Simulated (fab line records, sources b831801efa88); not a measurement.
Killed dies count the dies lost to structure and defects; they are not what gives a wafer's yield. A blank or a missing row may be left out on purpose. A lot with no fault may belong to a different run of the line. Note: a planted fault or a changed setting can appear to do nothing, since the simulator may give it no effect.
Which tool is to blame? || flow sky130 || Sampling: 10 lots, 30 wafers, 5 of 708 route steps

== WHAT THE GAUGES READ, wafer by wafer ==
SKY_LOCAL_INTERCONNECT_OVL_MEAS_12.
{"lot": "L823", "measured": "day 30 07:15", "on": "overlay-02", "LOCAL_INTERCONNECT_OVL (nm)": "4 -4 -6"}
{"lot": "L826", "measured": "day 31 14:13", "on": "overlay-01", "LOCAL_INTERCONNECT_OVL (nm)": "2 3 2"}
{"lot": "L828", "measured": "day 32 09:29", "on": "overlay-01", "LOCAL_INTERCONNECT_OVL (nm)": "4 -7 -5"}
{"lot": "L833", "measured": "day 34 01:26", "on": "overlay-01", "LOCAL_INTERCONNECT_OVL (nm)": "6 -3 1"}
{"lot": "L834", "measured": "day 34 08:28", "on": "overlay-02", "LOCAL_INTERCONNECT_OVL (nm)": "8 8 5"}
{"lot": "L835", "measured": "day 34 13:23", "on": "overlay-01", "LOCAL_INTERCONNECT_OVL (nm)": "0 8 10"}
{"lot": "L836", "measured": "day 34 19:22", "on": "overlay-02", "LOCAL_INTERCONNECT_OVL (nm)": "-2 -4 -5"}
{"lot": "L838", "measured": "day 35 03:14", "on": "overlay-02", "LOCAL_INTERCONNECT_OVL (nm)": "-6 -4 -11"}
{"lot": "L839", "measured": "day 35 20:37", "on": "overlay-01", "LOCAL_INTERCONNECT_OVL (nm)": "-1 1 -3"}
{"lot": "L840", "measured": "day 35 21:33", "on": "overlay-01", "LOCAL_INTERCONNECT_OVL (nm)": "5 7 6"}

SKY_CONTACT_OVL_MEAS_15.
{"lot": "L823", "measured": "day 31 12:22", "on": "overlay-02", "CONTACT_OVL (nm)": "-4 -11 -8"}
{"lot": "L826", "measured": "day 32 18:43", "on": "overlay-01", "CONTACT_OVL (nm)": "-7 -3 -3"}
{"lot": "L828", "measured": "day 33 13:32", "on": "overlay-01", "CONTACT_OVL (nm)": "4 -1 3"}
{"lot": "L833", "measured": "day 35 05:37", "on": "overlay-02", "CONTACT_OVL (nm)": "0 0 -3"}
{"lot": "L834", "measured": "day 35 12:51", "on": "overlay-02", "CONTACT_OVL (nm)": "3 -1 8"}
{"lot": "L835", "measured": "day 35 16:23", "on": "overlay-02", "CONTACT_OVL (nm)": "-11 -9 -6"}
{"lot": "L836", "measured": "day 35 22:41", "on": "overlay-02", "CONTACT_OVL (nm)": "-5 0 -3"}

== WHAT TOOL EACH LOT RAN ON (gives the tool, then ch and the chambers of the sampled wafers, and finally the start) ==
{"lot": "L823", "SKY_LOCAL_INTERCONNECT_ETCH_13": "rie_metal-03 ch 0,1, day 30 07:17", "SKY_LOCAL_INTERCONNECT_METAL_ETCH_14": "rie_metal-03 ch 0,1, day 30 07:21", "SKY_LOCAL_INTERCONNECT_STRIP_15": "plasma_asher-01 ch 0,1, day 30 07:24"}
{"lot": "L826", "SKY_LOCAL_INTERCONNECT_ETCH_13": "rie_metal-02 ch 0,1, day 31 14:16", "SKY_LOCAL_INTERCONNECT_METAL_ETCH_14": "rie_metal-02 ch 0,1, day 31 14:20", "SKY_LOCAL_INTERCONNECT_STRIP_15": "plasma_asher-01 ch 0,1, day 31 14:23"}
{"lot": "L828", "SKY_LOCAL_INTERCONNECT_ETCH_13": "rie_metal-02 ch 0,1, day 32 09:31", "SKY_LOCAL_INTERCONNECT_METAL_ETCH_14": "rie_metal-02 ch 0,1, day 32 09:35", "SKY_LOCAL_INTERCONNECT_STRIP_15": "plasma_asher-01 ch 1, day 32 09:38"}
{"lot": "L833", "SKY_LOCAL_INTERCONNECT_ETCH_13": "rie_metal-03 ch 0,1, day 34 01:28", "SKY_LOCAL_INTERCONNECT_METAL_ETCH_14": "rie_metal-03 ch 0,1, day 34 01:32", "SKY_LOCAL_INTERCONNECT_STRIP_15": "plasma_asher-04 ch 0,1, day 34 01:35"}
{"lot": "L834", "SKY_LOCAL_INTERCONNECT_ETCH_13": "rie_metal-04 ch 0,1, day 34 08:30", "SKY_LOCAL_INTERCONNECT_METAL_ETCH_14": "rie_metal-04 ch 0,1, day 34 08:34", "SKY_LOCAL_INTERCONNECT_STRIP_15": "plasma_asher-04 ch 0,1, day 34 08:37"}
{"lot": "L835", "SKY_LOCAL_INTERCONNECT_ETCH_13": "rie_metal-02 ch 0,1, day 34 13:26", "SKY_LOCAL_INTERCONNECT_METAL_ETCH_14": "rie_metal-02 ch 0,1, day 34 13:30", "SKY_LOCAL_INTERCONNECT_STRIP_15": "plasma_asher-03 ch 0,1, day 34 13:34"}
{"lot": "L836", "SKY_LOCAL_INTERCONNECT_ETCH_13": "rie_metal-03 ch 1, day 34 19:24", "SKY_LOCAL_INTERCONNECT_METAL_ETCH_14": "rie_metal-03 ch 1, day 34 19:28", "SKY_LOCAL_INTERCONNECT_STRIP_15": "plasma_asher-01 ch 0,1, day 34 19:31"}
{"lot": "L838", "SKY_LOCAL_INTERCONNECT_ETCH_13": "rie_metal-04 ch 0,1, day 35 03:16", "SKY_LOCAL_INTERCONNECT_METAL_ETCH_14": "rie_metal-04 ch 0,1, day 35 03:20", "SKY_LOCAL_INTERCONNECT_STRIP_15": "plasma_asher-04 ch 0,1, day 35 03:23"}
{"lot": "L839", "SKY_LOCAL_INTERCONNECT_ETCH_13": "rie_metal-03 ch 0,1, day 35 20:38", "SKY_LOCAL_INTERCONNECT_METAL_ETCH_14": "rie_metal-03 ch 0,1, day 35 20:42", "SKY_LOCAL_INTERCONNECT_STRIP_15": "plasma_asher-03 ch 0,1, day 35 20:45"}
{"lot": "L840", "SKY_LOCAL_INTERCONNECT_ETCH_13": "rie_metal-04 ch 0,1, day 35 21:35", "SKY_LOCAL_INTERCONNECT_METAL_ETCH_14": "rie_metal-04 ch 0,1, day 35 21:39", "SKY_LOCAL_INTERCONNECT_STRIP_15": "plasma_asher-01 ch 1, day 35 21:42"}
- SKY_LOCAL_INTERCONNECT_ETCH_13: etches BARC in N2/H2, stops on SiO2, time 45.9 s, target depth 60 nm.
- SKY_LOCAL_INTERCONNECT_METAL_ETCH_14: etches TiN in Cl2/BCl3, stops on PSG, target depth 110 nm, time 31.4 s.
- SKY_LOCAL_INTERCONNECT_STRIP_15: strips in O2/N2.

== AS READ BY THE TOOLS THEMSELVES (means over the sampled wafers that have a number; for cases with no such wafer, the mark the record gives instead) ==
SKY_LOCAL_INTERCONNECT_ETCH_13.
{"lot": "L823", "tool": "rie_metal-03", "bias_w (W)": 99.88, "chamber_pressure_mTorr (mTorr)": 30.014, "drypump_motor_current_A (A)": 6.3, "he_backside_leak_sccm (sccm)": 3.5, "oes_product_au (a.u.)": 0.854, "throttle_valve_pct (%)": 13.232}
{"lot": "L826", "tool": "rie_metal-02", "bias_w (W)": 99.69, "chamber_pressure_mTorr (mTorr)": 29.980, "drypump_motor_current_A (A)": 5.5, "he_backside_leak_sccm (sccm)": 3.4, "oes_product_au (a.u.)": 0.857, "throttle_valve_pct (%)": 13.232}
{"lot": "L828", "tool": "rie_metal-02", "bias_w (W)": 100.20, "chamber_pressure_mTorr (mTorr)": 29.981, "drypump_motor_current_A (A)": 5.5, "he_backside_leak_sccm (sccm)": 3.4, "oes_product_au (a.u.)": 0.856, "throttle_valve_pct (%)": 13.222}
{"lot": "L833", "tool": "rie_metal-03", "bias_w (W)": 99.99, "chamber_pressure_mTorr (mTorr)": 30.016, "drypump_motor_current_A (A)": 6.2, "he_backside_leak_sccm (sccm)": 3.3, "oes_product_au (a.u.)": 0.854, "throttle_valve_pct (%)": 13.226}
{"lot": "L834", "tool": "rie_metal-04", "bias_w (W)": 100.09, "chamber_pressure_mTorr (mTorr)": 30.013, "drypump_motor_current_A (A)": 5.9, "he_backside_leak_sccm (sccm)": 3.4, "oes_product_au (a.u.)": 0.853, "throttle_valve_pct (%)": 13.224}
{"lot": "L835", "tool": "rie_metal-02", "bias_w (W)": 100.05, "chamber_pressure_mTorr (mTorr)": 30.024, "drypump_motor_current_A (A)": 5.5, "he_backside_leak_sccm (sccm)": 3.2, "oes_product_au (a.u.)": 0.854, "throttle_valve_pct (%)": 13.232}
{"lot": "L836", "tool": "rie_metal-03", "bias_w (W)": 99.87, "chamber_pressure_mTorr (mTorr)": 29.993, "drypump_motor_current_A (A)": 6.2, "he_backside_leak_sccm (sccm)": 3.5, "oes_product_au (a.u.)": 0.852, "throttle_valve_pct (%)": 13.219}
{"lot": "L838", "tool": "rie_metal-04", "bias_w (W)": "-", "chamber_pressure_mTorr (mTorr)": "-", "drypump_motor_current_A (A)": "-", "he_backside_leak_sccm (sccm)": "-", "oes_product_au (a.u.)": "-", "throttle_valve_pct (%)": "-"}
{"lot": "L839", "tool": "rie_metal-03", "bias_w (W)": "-", "chamber_pressure_mTorr (mTorr)": "-", "drypump_motor_current_A (A)": "-", "he_backside_leak_sccm (sccm)": "-", "oes_product_au (a.u.)": "-", "throttle_valve_pct (%)": "-"}
{"lot": "L840", "tool": "rie_metal-04", "bias_w (W)": "-", "chamber_pressure_mTorr (mTorr)": "-", "drypump_motor_current_A (A)": "-", "he_backside_leak_sccm (sccm)": "-", "oes_product_au (a.u.)": "-", "throttle_valve_pct (%)": "-"}

SKY_LOCAL_INTERCONNECT_METAL_ETCH_14.
{"lot": "L823", "tool": "rie_metal-03", "bcl3_flow_sccm (sccm)": 29.98, "bias_w (W)": 48.38, "drypump_motor_current_A (A)": 6.3, "he_backside_leak_sccm (sccm)": 3.2, "oes_product_au (a.u.)": 0.953, "throttle_valve_pct (%)": 21.894}
{"lot": "L826", "tool": "rie_metal-02", "bcl3_flow_sccm (sccm)": 30.00, "bias_w (W)": 48.60, "drypump_motor_current_A (A)": 5.5, "he_backside_leak_sccm (sccm)": 3.4, "oes_product_au (a.u.)": 0.936, "throttle_valve_pct (%)": 21.912}
{"lot": "L828", "tool": "rie_metal-02", "bcl3_flow_sccm (sccm)": 29.99, "bias_w (W)": 48.43, "drypump_motor_current_A (A)": 5.5, "he_backside_leak_sccm (sccm)": 3.3, "oes_product_au (a.u.)": 0.949, "throttle_valve_pct (%)": 21.895}
{"lot": "L833", "tool": "rie_metal-03", "bcl3_flow_sccm (sccm)": 30.14, "bias_w (W)": 48.34, "drypump_motor_current_A (A)": 6.2, "he_backside_leak_sccm (sccm)": 3.6, "oes_product_au (a.u.)": 0.954, "throttle_valve_pct (%)": 21.886}
{"lot": "L834", "tool": "rie_metal-04", "bcl3_flow_sccm (sccm)": 29.91, "bias_w (W)": 48.49, "drypump_motor_current_A (A)": 6.0, "he_backside_leak_sccm (sccm)": 3.4, "oes_product_au (a.u.)": 0.956, "throttle_valve_pct (%)": 21.893}
{"lot": "L835", "tool": "rie_metal-02", "bcl3_flow_sccm (sccm)": 29.89, "bias_w (W)": 48.61, "drypump_motor_current_A (A)": 5.5, "he_backside_leak_sccm (sccm)": 3.4, "oes_product_au (a.u.)": 0.943, "throttle_valve_pct (%)": 21.903}
{"lot": "L836", "tool": "rie_metal-03", "bcl3_flow_sccm (sccm)": 30.02, "bias_w (W)": 48.39, "drypump_motor_current_A (A)": 6.2, "he_backside_leak_sccm (sccm)": 3.5, "oes_product_au (a.u.)": 0.933, "throttle_valve_pct (%)": 21.914}
{"lot": "L838", "tool": "rie_metal-04", "bcl3_flow_sccm (sccm)": 29.98, "bias_w (W)": 48.44, "drypump_motor_current_A (A)": 5.9, "he_backside_leak_sccm (sccm)": 3.2, "oes_product_au (a.u.)": 0.373, "throttle_valve_pct (%)": 22.267}
{"lot": "L839", "tool": "rie_metal-03", "bcl3_flow_sccm (sccm)": 29.98, "bias_w (W)": 48.45, "drypump_motor_current_A (A)": 6.3, "he_backside_leak_sccm (sccm)": 3.5, "oes_product_au (a.u.)": 0.372, "throttle_valve_pct (%)": 22.260}
{"lot": "L840", "tool": "rie_metal-04", "bcl3_flow_sccm (sccm)": 29.96, "bias_w (W)": 48.35, "drypump_motor_current_A (A)": 5.9, "he_backside_leak_sccm (sccm)": 3.4, "oes_product_au (a.u.)": 0.374, "throttle_valve_pct (%)": 22.271}

SKY_LOCAL_INTERCONNECT_STRIP_15.
{"lot": "L823", "tool": "plasma_asher-01", "drypump_motor_current_A (A)": 6.1, "oes_product_au (a.u.)": 0.427, "strip_time_to_endpoint_s (s)": 4.727}
{"lot": "L826", "tool": "plasma_asher-01", "drypump_motor_current_A (A)": 6.4, "oes_product_au (a.u.)": 0.427, "strip_time_to_endpoint_s (s)": 4.733}
{"lot": "L828", "tool": "plasma_asher-01", "drypump_motor_current_A (A)": 6.7, "oes_product_au (a.u.)": 0.426, "strip_time_to_endpoint_s (s)": 4.712}
{"lot": "L833", "tool": "plasma_asher-04", "drypump_motor_current_A (A)": 5.8, "oes_product_au (a.u.)": 0.428, "strip_time_to_endpoint_s (s)": 4.734}
{"lot": "L834", "tool": "plasma_asher-04", "drypump_motor_current_A (A)": 5.2, "oes_product_au (a.u.)": 0.428, "strip_time_to_endpoint_s (s)": 4.742}
{"lot": "L835", "tool": "plasma_asher-03", "drypump_motor_current_A (A)": 6.6, "oes_product_au (a.u.)": 0.424, "strip_time_to_endpoint_s (s)": 4.739}
{"lot": "L836", "tool": "plasma_asher-01", "drypump_motor_current_A (A)": 6.4, "oes_product_au (a.u.)": 0.431, "strip_time_to_endpoint_s (s)": 4.747}
{"lot": "L838", "tool": "plasma_asher-04", "drypump_motor_current_A (A)": 5.2, "oes_product_au (a.u.)": 0.445, "strip_time_to_endpoint_s (s)": 5.154}
{"lot": "L839", "tool": "plasma_asher-03", "drypump_motor_current_A (A)": 6.6, "oes_product_au (a.u.)": 0.446, "strip_time_to_endpoint_s (s)": 5.199}
{"lot": "L840", "tool": "plasma_asher-01", "drypump_motor_current_A (A)": 6.7, "oes_product_au (a.u.)": 0.447, "strip_time_to_endpoint_s (s)": 5.185}

== THE ANSWER, worked out from the rows above alone ==
Rule: what is usual is taken from the lots themselves. The widest of any qualifying gaps counts: lots, ordered by their means at a reading, are off when they make up no more than a third of the lots, leave a main group of 4 or more, and stand apart from it by 3 or more times the standard deviation of that group's means. The tables above print the reading to a certain number of digits; a main group whose means all agree to those digits is not used. Also off: a lot with no number at a reading for which 4 or more lots have one. The other lots that the step has rows for count as sound. Order of review: gauges by route order, followed by the tools' own readings, for which a lot's mean as printed above is used. At the first step where some lot is off, the reading lying furthest off is the one used; lots without a number count as furthest.
Off: L838, L839, L840, at SKY_LOCAL_INTERCONNECT_ETCH_13 (bias_w). Without a number there: L838, L839, L840. The main group: mean 99.97 W, standard deviation 0.16.
If a tool, at that step or one of the process steps before it, ran each lot that is off and ran no sound lot following the first of them, it fits. Not one of the candidates tried fits.

== WHAT THE SIMULATOR HAD INSERTED ==
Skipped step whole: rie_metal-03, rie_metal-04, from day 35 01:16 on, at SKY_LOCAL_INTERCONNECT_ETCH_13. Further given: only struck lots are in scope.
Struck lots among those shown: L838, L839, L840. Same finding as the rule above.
